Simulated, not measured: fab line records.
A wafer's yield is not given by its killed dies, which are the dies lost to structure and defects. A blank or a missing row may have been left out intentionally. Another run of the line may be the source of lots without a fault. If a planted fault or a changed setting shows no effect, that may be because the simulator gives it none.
Code-filled problem report in 8D (eight disciplines) form    flow sky130    the parts of the form that need people (team, actions taken, sign-off) are left out

1. THE ISSUE
Across 5 wafers from 3 lots, VIA4_W_RS at SKY_VIA4_RS_MEAS_19 averages 0.253 ohm/sq, while fault-free wafers read 0.228 ohm/sq with a standard deviation of 0.0046. Relative to the usual mean, that is a shift of +5.5 standard deviations.
The step: measures by four-point-probe.
Earliest sighting: wafer L397.3 on film-metro-03 at day 45 20:05. The record holds 30 wafers of 10 lots with a number at this step. Rule for "out" (also "out of limits"): further than 4 standard deviations from the usual mean. All remaining wafers that have a number are taken as sound.

2. WHAT THIS IS AND IS NOT
question                     is                                      is not
which readings at this step  VIA4_W_RS                               -
which lots                   L397, L398, L399                        L388, L389, L390, L393, L401, L403, L409
which wafers of those lots   L397.3, L397.5, L398.2, L398.3, L399.5  L397.4, L398.4, L399.3, L399.6
read on which gauges         film-metro-03, film-metro-04            film-metro-02
when                         from day 45 20:05                       up to then (13 sound wafers); but 12 sound wafers of L398, L399, L401, L403, L409 came after

3. SUSPECTS, AND WHAT RULES EACH OUT
Counting: if a tool at a process step up to the reading ran every lot that is out, it stays a suspect. Sound lots after the first of them don't rule it out here, since some wafers of a struck lot are sound.
- the gauge at SKY_VIA4_RS_MEAS_19 has been ruled out. Those wafers that are out were read across 2 gauges (film-metro-03, film-metro-04).
- cvd-w-01 at SKY_VIA4_CVD_18 (deposits W, target thk 505 nm, time 152.14 s): kept. It processed each lot that is out (first: L397, day 45 19:57); up to then, its last sound lot is L393 (day 44 16:39). Its own susceptor-temp-C readings are out on those wafers.
- Within cvd-w-01 at SKY_VIA4_CVD_18: the wafers that are out ran in chamber 0; their sound lot-mates ran in chamber 1.
Left after counting: cvd-w-01 at SKY_VIA4_CVD_18.

4. THE CAUSE (what the simulator had put in)
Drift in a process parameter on cvd-w-01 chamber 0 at SKY_VIA4_CVD_18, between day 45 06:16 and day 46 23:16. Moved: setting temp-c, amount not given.
The count eliminated every tool but this one.

5. THE EFFECT CHAIN, in route order
Each row: a reading where the mean over the struck wafers with a number is more than 3 standard deviations away from the usual. Scope: only readings with a usual standard deviation given in the record; hours: median across lots of the time from each lot's start at the first step in this table that gives one to its start at this step; sigmas: change in usual standard deviations.
hours  step                  reading             usual         on struck wafers  change  sigmas
0      SKY_VIA4_CVD_18       susceptor-temp-C    399.98 C      394.51            -5.47   -23
0      SKY_VIA4_RS_MEAS_19   VIA4_W_RS           0.228 ohm/sq  0.253             +0.025  +5.5
0      SKY_VIA4_THK_MEAS_20  VIA4_W_THK          511 nm        456               -55     -5.0
0      SKY_VIA4_CMP_21       time-to-endpoint-s  121 s         109               -12     -3.0
Its process steps:
- SKY_VIA4_CVD_18: deposits W, target thk 505 nm, time 152.14 s.
- SKY_VIA4_CMP_21: polishes, stops on SiO2, t overpolish 25 s, target thk 0 nm.

6. HOW IT WOULD HAVE BEEN CAUGHT EARLIER
14 hours passed between the start of the fault at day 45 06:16 and the first reading out of limits at a measuring or inspecting step in this record, taken at day 45 20:05.
Tool's own readings at SKY_VIA4_CVD_18, susceptor-temp-C: out on all struck wafers the step has rows for; an alarm limit on them would have tripped on the first.
Lots out: 3; of these, L398, L399 started SKY_VIA4_CVD_18 on cvd-w-01 after day 45 20:05. A hold on the tool at that time would have spared those 2.
